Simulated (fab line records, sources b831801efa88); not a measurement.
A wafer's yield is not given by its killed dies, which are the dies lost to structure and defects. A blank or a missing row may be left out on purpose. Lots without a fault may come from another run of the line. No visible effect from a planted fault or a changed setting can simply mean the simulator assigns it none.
Which tool did it? || flow gf180mcu || 12 lots, 36 wafers sampled, at 6 steps of a route of 602

== WHAT EACH GAUGE READ, for each wafer ==
GF_POLY_GATE_CD_MEAS_10: the cd target is 280 nm.
{"lot": "L841", "measured": "day 10 11:47", "on": "cdSem-02", "cdNm (nm)": "280.9 280.2 279.4"}
{"lot": "L842", "measured": "day 10 14:44", "on": "cdSem-02", "cdNm (nm)": "280.5 280.0 282.0"}
{"lot": "L844", "measured": "day 11 08:25", "on": "cdSem-02", "cdNm (nm)": "280.0 280.2 280.1"}
{"lot": "L845", "measured": "day 11 13:22", "on": "cdSem-02", "cdNm (nm)": "279.6 279.8 279.6"}
{"lot": "L846", "measured": "day 11 18:18", "on": "cdSem-02", "cdNm (nm)": "283.5 282.0 282.8"}
{"lot": "L847", "measured": "day 12 02:10", "on": "cdSem-02", "cdNm (nm)": "278.9 280.6 280.8"}
{"lot": "L848", "measured": "day 12 10:59", "on": "cdSem-01", "cdNm (nm)": "280.6 281.4 280.4"}
{"lot": "L849", "measured": "day 12 19:46", "on": "cdSem-01", "cdNm (nm)": "278.0 279.4 279.8"}
{"lot": "L850", "measured": "day 13 01:23", "on": "cdSem-01", "cdNm (nm)": "279.0 279.7 279.8"}
{"lot": "L851", "measured": "day 13 05:40", "on": "cdSem-02", "cdNm (nm)": "280.1 281.0 282.1"}
{"lot": "L853", "measured": "day 13 22:37", "on": "cdSem-02", "cdNm (nm)": "282.0 279.0 279.5"}
{"lot": "L855", "measured": "day 14 19:00", "on": "cdSem-02", "cdNm (nm)": "277.2 278.6 277.0"}

GF_HV_LDD_TW_MEAS_38.
{"lot": "L841", "measured": "day 12 23:59", "on": "filmMetro-03", "HV_LDD_3_TW": "1436 1433 1427"}
{"lot": "L842", "measured": "day 13 04:29", "on": "filmMetro-03", "HV_LDD_3_TW": "1431 1432 1424"}
{"lot": "L844", "measured": "day 13 22:24", "on": "filmMetro-01", "HV_LDD_3_TW": "1438 1435 1438"}
{"lot": "L845", "measured": "day 14 03:52", "on": "filmMetro-01", "HV_LDD_3_TW": "1437 1437 1449"}
{"lot": "L846", "measured": "day 14 09:19", "on": "filmMetro-01", "HV_LDD_3_TW": "1446 1442 1447"}
{"lot": "L847", "measured": "day 14 18:42", "on": "filmMetro-03", "HV_LDD_3_TW": "1453 1438 1444"}
{"lot": "L848", "measured": "day 15 03:20", "on": "filmMetro-01", "HV_LDD_3_TW": "1444 1446 1447"}
{"lot": "L849", "measured": "day 15 11:21", "on": "filmMetro-02", "HV_LDD_3_TW": "1424 1422 1424"}
{"lot": "L850", "measured": "day 15 18:28", "on": "filmMetro-03", "HV_LDD_3_TW": "1444 1443 1439"}
{"lot": "L851", "measured": "day 16 02:54", "on": "filmMetro-03", "HV_LDD_3_TW": "1450 1447 1448"}
{"lot": "L853", "measured": "day 16 17:42", "on": "filmMetro-03", "HV_LDD_3_TW": "1485 1484 1488"}
{"lot": "L855", "measured": "day 17 15:14", "on": "filmMetro-02", "HV_LDD_3_TW": "1480 1479 1476"}

GF_HV_LDD_RS_MEAS_53: uses a four-point probe to measure.
{"lot": "L841", "measured": "day 13 20:59", "on": "filmMetro-01", "HV_LDD_RS (ohm/sq)": "418.1 417.9 418.7"}
{"lot": "L842", "measured": "day 14 01:01", "on": "filmMetro-02", "HV_LDD_RS (ohm/sq)": "419.1 419.0 417.8"}
{"lot": "L844", "measured": "day 14 19:23", "on": "filmMetro-02", "HV_LDD_RS (ohm/sq)": "416.7 416.5 417.6"}
{"lot": "L845", "measured": "day 15 01:33", "on": "filmMetro-02", "HV_LDD_RS (ohm/sq)": "418.5 419.0 419.4"}
{"lot": "L846", "measured": "day 15 07:05", "on": "filmMetro-02", "HV_LDD_RS (ohm/sq)": "419.1 418.7 418.5"}
{"lot": "L847", "measured": "day 15 16:33", "on": "filmMetro-01", "HV_LDD_RS (ohm/sq)": "417.1 417.3 417.6"}
{"lot": "L848", "measured": "day 16 01:22", "on": "filmMetro-02", "HV_LDD_RS (ohm/sq)": "417.6 417.3 417.0"}
{"lot": "L849", "measured": "day 16 09:10", "on": "filmMetro-02", "HV_LDD_RS (ohm/sq)": "417.3 417.4 417.3"}
{"lot": "L850", "measured": "day 16 16:16", "on": "filmMetro-03", "HV_LDD_RS (ohm/sq)": "419.2 419.1 418.0"}
{"lot": "L851", "measured": "day 17 01:56", "on": "filmMetro-01", "HV_LDD_RS (ohm/sq)": "419.3 419.2 418.2"}
{"lot": "L853", "measured": "day 17 16:13", "on": "filmMetro-01", "HV_LDD_RS (ohm/sq)": "412.7 413.0 412.9"}
{"lot": "L855", "measured": "day 18 15:21", "on": "filmMetro-01", "HV_LDD_RS (ohm/sq)": "411.1 412.0 411.9"}

== EACH LOT AND THE TOOL THAT RAN IT (in order: tool; ch and the chambers of the sampled wafers; start) ==
{"lot": "L841", "GF_POLY_GATE_ETCH_12": "rieDiel-01 ch 1,2,3, day 10 11:55", "GF_HV_LDD_IMPLANT_36": "implanter-03 ch 0, day 12 23:45", "GF_HV_LDD_STRIP_49": "plasmaAsher-02 ch 0,1, day 13 20:41"}
{"lot": "L842", "GF_POLY_GATE_ETCH_12": "rieDiel-03 ch 1,3, day 10 14:52", "GF_HV_LDD_IMPLANT_36": "implanter-01 ch 0, day 13 04:15", "GF_HV_LDD_STRIP_49": "plasmaAsher-02 ch 0,1, day 14 00:43"}
{"lot": "L844", "GF_POLY_GATE_ETCH_12": "rieDiel-04 ch 0,1,2, day 11 08:34", "GF_HV_LDD_IMPLANT_36": "implanter-01 ch 0, day 13 22:09", "GF_HV_LDD_STRIP_49": "plasmaAsher-03 ch 0, day 14 19:06"}
{"lot": "L845", "GF_POLY_GATE_ETCH_12": "rieDiel-03 ch 1,3, day 11 13:31", "GF_HV_LDD_IMPLANT_36": "implanter-04 ch 0, day 14 03:37", "GF_HV_LDD_STRIP_49": "plasmaAsher-01 ch 0,1, day 15 01:16"}
{"lot": "L846", "GF_POLY_GATE_ETCH_12": "rieDiel-01 ch 0,1,2, day 11 18:26", "GF_HV_LDD_IMPLANT_36": "implanter-04 ch 0, day 14 09:04", "GF_HV_LDD_STRIP_49": "plasmaAsher-02 ch 0,1, day 15 06:44"}
{"lot": "L847", "GF_POLY_GATE_ETCH_12": "rieDiel-03 ch 1,2,3, day 12 02:19", "GF_HV_LDD_IMPLANT_36": "implanter-04 ch 0, day 14 18:27", "GF_HV_LDD_STRIP_49": "plasmaAsher-02 ch 0,1, day 15 16:16"}
{"lot": "L848", "GF_POLY_GATE_ETCH_12": "rieDiel-03 ch 0,2, day 12 11:07", "GF_HV_LDD_IMPLANT_36": "implanter-01 ch 0, day 15 03:07", "GF_HV_LDD_STRIP_49": "plasmaAsher-02 ch 0,1, day 16 01:04"}
{"lot": "L849", "GF_POLY_GATE_ETCH_12": "rieDiel-04 ch 1,2,3, day 12 19:55", "GF_HV_LDD_IMPLANT_36": "implanter-01 ch 0, day 15 11:06", "GF_HV_LDD_STRIP_49": "plasmaAsher-02 ch 0,1, day 16 08:53"}
{"lot": "L850", "GF_POLY_GATE_ETCH_12": "rieDiel-01 ch 0,1,3, day 13 01:31", "GF_HV_LDD_IMPLANT_36": "implanter-04 ch 0, day 15 18:13", "GF_HV_LDD_STRIP_49": "plasmaAsher-03 ch 0,1, day 16 15:54"}
{"lot": "L851", "GF_POLY_GATE_ETCH_12": "rieDiel-04 ch 0,1,2, day 13 05:46", "GF_HV_LDD_IMPLANT_36": "implanter-03 ch 0, day 16 02:41", "GF_HV_LDD_STRIP_49": "plasmaAsher-03 ch 0,1, day 17 01:34"}
{"lot": "L853", "GF_POLY_GATE_ETCH_12": "rieDiel-04 ch 0,1, day 13 22:46", "GF_HV_LDD_IMPLANT_36": "implanter-03 ch 0, day 16 17:27", "GF_HV_LDD_STRIP_49": "plasmaAsher-02 ch 0,1, day 17 15:56"}
{"lot": "L855", "GF_POLY_GATE_ETCH_12": "rieDiel-03 ch 0,3, day 14 19:07", "GF_HV_LDD_IMPLANT_36": "implanter-03 ch 0, day 17 15:01", "GF_HV_LDD_STRIP_49": "plasmaAsher-02 ch 0,1, day 18 15:04"}
- GF_POLY_GATE_ETCH_12: etches BARC in N2/H2.
- GF_HV_LDD_IMPLANT_36
- GF_HV_LDD_STRIP_49: strips in O2/N2.

== AS READ BY THE TOOLS THEMSELVES (means over the sampled wafers that have a number; for cases with no such wafer, the mark the record gives instead) ==
GF_POLY_GATE_ETCH_12.
{"lot": "L841", "tool": "rieDiel-01", "drypumpMotorCurrentA (A)": 5.6, "oesProductAu (a.u.)": 0.742, "throttleValvePct (%)": 13.218}
{"lot": "L842", "tool": "rieDiel-03", "drypumpMotorCurrentA (A)": 5.6, "oesProductAu (a.u.)": 0.733, "throttleValvePct (%)": 13.223}
{"lot": "L844", "tool": "rieDiel-04", "drypumpMotorCurrentA (A)": 5.4, "oesProductAu (a.u.)": 0.736, "throttleValvePct (%)": 13.215}
{"lot": "L845", "tool": "rieDiel-03", "drypumpMotorCurrentA (A)": 6.1, "oesProductAu (a.u.)": 0.735, "throttleValvePct (%)": 13.215}
{"lot": "L846", "tool": "rieDiel-01", "drypumpMotorCurrentA (A)": 5.7, "oesProductAu (a.u.)": 0.734, "throttleValvePct (%)": 13.216}
{"lot": "L847", "tool": "rieDiel-03", "drypumpMotorCurrentA (A)": 6.1, "oesProductAu (a.u.)": 0.734, "throttleValvePct (%)": 13.217}
{"lot": "L848", "tool": "rieDiel-03", "drypumpMotorCurrentA (A)": 6.3, "oesProductAu (a.u.)": 0.736, "throttleValvePct (%)": 13.206}
{"lot": "L849", "tool": "rieDiel-04", "drypumpMotorCurrentA (A)": 5.6, "oesProductAu (a.u.)": 0.734, "throttleValvePct (%)": 13.223}
{"lot": "L850", "tool": "rieDiel-01", "drypumpMotorCurrentA (A)": 5.8, "oesProductAu (a.u.)": 0.737, "throttleValvePct (%)": 13.214}
{"lot": "L851", "tool": "rieDiel-04", "drypumpMotorCurrentA (A)": 5.4, "oesProductAu (a.u.)": 0.732, "throttleValvePct (%)": 13.221}
{"lot": "L853", "tool": "rieDiel-04", "drypumpMotorCurrentA (A)": 5.3, "oesProductAu (a.u.)": 0.737, "throttleValvePct (%)": 13.211}
{"lot": "L855", "tool": "rieDiel-03", "drypumpMotorCurrentA (A)": 6.0, "oesProductAu (a.u.)": 0.740, "throttleValvePct (%)": 13.207}

GF_HV_LDD_IMPLANT_36.
{"lot": "L841", "tool": "implanter-03", "beamOnS (s)": 9.94, "doseIonsCm2": 7.509e+12, "faradayCurrentUA": 42.6}
{"lot": "L842", "tool": "implanter-01", "beamOnS (s)": 10.17, "doseIonsCm2": 7.508e+12, "faradayCurrentUA": 41.5}
{"lot": "L844", "tool": "implanter-01", "beamOnS (s)": 10.15, "doseIonsCm2": 7.493e+12, "faradayCurrentUA": 41.6}
{"lot": "L845", "tool": "implanter-04", "beamOnS (s)": 9.85, "doseIonsCm2": 7.512e+12, "faradayCurrentUA": 43.0}
{"lot": "L846", "tool": "implanter-04", "beamOnS (s)": 9.90, "doseIonsCm2": 7.497e+12, "faradayCurrentUA": 42.8}
{"lot": "L847", "tool": "implanter-04", "beamOnS (s)": 10.02, "doseIonsCm2": 7.511e+12, "faradayCurrentUA": 42.2}
{"lot": "L848", "tool": "implanter-01", "beamOnS (s)": 9.92, "doseIonsCm2": 7.498e+12, "faradayCurrentUA": 42.7}
{"lot": "L849", "tool": "implanter-01", "beamOnS (s)": 10.04, "doseIonsCm2": 7.506e+12, "faradayCurrentUA": 42.2}
{"lot": "L850", "tool": "implanter-04", "beamOnS (s)": 9.92, "doseIonsCm2": 7.494e+12, "faradayCurrentUA": 42.6}
{"lot": "L851", "tool": "implanter-03", "beamOnS (s)": 10.10, "doseIonsCm2": 7.503e+12, "faradayCurrentUA": 41.9}
{"lot": "L853", "tool": "implanter-03", "beamOnS (s)": 9.95, "doseIonsCm2": 1.019e+13, "faradayCurrentUA": 57.5}
{"lot": "L855", "tool": "implanter-03", "beamOnS (s)": 10.07, "doseIonsCm2": 1.018e+13, "faradayCurrentUA": 57.1}

GF_HV_LDD_STRIP_49.
{"lot": "L841", "tool": "plasmaAsher-02", "drypumpMotorCurrentA (A)": 5.5, "heaterPowerW (W)": 350, "oesProductAu (a.u.)": 0.712, "stripTimeToEndpointS (s)": 12.61}
{"lot": "L842", "tool": "plasmaAsher-02", "drypumpMotorCurrentA (A)": 5.5, "heaterPowerW (W)": 372, "oesProductAu (a.u.)": 0.719, "stripTimeToEndpointS (s)": 12.59}
{"lot": "L844", "tool": "plasmaAsher-03", "drypumpMotorCurrentA (A)": 5.0, "heaterPowerW (W)": 329, "oesProductAu (a.u.)": 0.712, "stripTimeToEndpointS (s)": 12.61}
{"lot": "L845", "tool": "plasmaAsher-01", "drypumpMotorCurrentA (A)": 5.7, "heaterPowerW (W)": 333, "oesProductAu (a.u.)": 0.716, "stripTimeToEndpointS (s)": 12.64}
{"lot": "L846", "tool": "plasmaAsher-02", "drypumpMotorCurrentA (A)": 5.5, "heaterPowerW (W)": 347, "oesProductAu (a.u.)": 0.712, "stripTimeToEndpointS (s)": 12.58}
{"lot": "L847", "tool": "plasmaAsher-02", "drypumpMotorCurrentA (A)": 5.6, "heaterPowerW (W)": 378, "oesProductAu (a.u.)": 0.713, "stripTimeToEndpointS (s)": 12.63}
{"lot": "L848", "tool": "plasmaAsher-02", "drypumpMotorCurrentA (A)": 5.6, "heaterPowerW (W)": 376, "oesProductAu (a.u.)": 0.719, "stripTimeToEndpointS (s)": 12.59}
{"lot": "L849", "tool": "plasmaAsher-02", "drypumpMotorCurrentA (A)": 5.5, "heaterPowerW (W)": 370, "oesProductAu (a.u.)": 0.715, "stripTimeToEndpointS (s)": 12.61}
{"lot": "L850", "tool": "plasmaAsher-03", "drypumpMotorCurrentA (A)": 5.0, "heaterPowerW (W)": 342, "oesProductAu (a.u.)": 0.719, "stripTimeToEndpointS (s)": 12.61}
{"lot": "L851", "tool": "plasmaAsher-03", "drypumpMotorCurrentA (A)": 5.0, "heaterPowerW (W)": 363, "oesProductAu (a.u.)": 0.715, "stripTimeToEndpointS (s)": 12.56}
{"lot": "L853", "tool": "plasmaAsher-02", "drypumpMotorCurrentA (A)": 5.5, "heaterPowerW (W)": 345, "oesProductAu (a.u.)": 0.717, "stripTimeToEndpointS (s)": 12.65}
{"lot": "L855", "tool": "plasmaAsher-02", "drypumpMotorCurrentA (A)": 5.5, "heaterPowerW (W)": 376, "oesProductAu (a.u.)": 0.719, "stripTimeToEndpointS (s)": 12.65}

== THE ANSWER, worked out from the rows above alone ==
Rule: the lots themselves supply what counts as usual. The widest of any qualifying gaps counts: lots, ordered by their means at a reading, are off when they make up no more than a third of the lots, leave a main group of 4 or more, and stand apart from it by 3 or more times the standard deviation of that group's means. If all means in a main group match to the digits the tables above print for the reading, that group is not used. Also off: a lot with no number at a reading for which 4 or more lots have one. Any other lot the step has rows for is counted as sound. First the gauges in route order, then the tools' own readings, where a lot's mean is used as printed above. The first step at which some lot is off is used, and at that step the reading that is off furthest; a lot without a number counts as furthest.
Off: L853, L855, at GF_HV_LDD_TW_MEAS_38 (HV_LDD_3_TW). The main group: mean 1439, standard deviation 7.8.
If a tool, at a process step before that reading, ran all the lots that are off and no sound lot after the first of them, it fits. Not tried: the gauges at GF_HV_LDD_TW_MEAS_38; whatever is off there is also off at GF_HV_LDD_RS_MEAS_53, on other tools, and gauge error can't account for it. One fits: GF_HV_LDD_IMPLANT_36 on implanter-03. Its last sound lot is L851 (day 16 02:41), its first lot that is off L853 (day 16 17:27): a fault that began between those two fits.
The tool's own readings at GF_HV_LDD_IMPLANT_36 bear it out: on the lots that are off they differ by more than 5 times the standard deviation of the sound lots' means. doseIonsCm2 reads 1.018e+13 there against 7.503e+12 on the sound lots; faradayCurrentUA reads 57.3 there against 42.3 on the sound lots.

== WHAT HAD BEEN PUT IN BY THE SIMULATOR ==
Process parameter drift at GF_HV_LDD_IMPLANT_36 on implanter-03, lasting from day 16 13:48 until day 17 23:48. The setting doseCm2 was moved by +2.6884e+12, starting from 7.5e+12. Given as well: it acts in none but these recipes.
Shown lots that were struck: L853, L855. The rule given above showed the same thing.
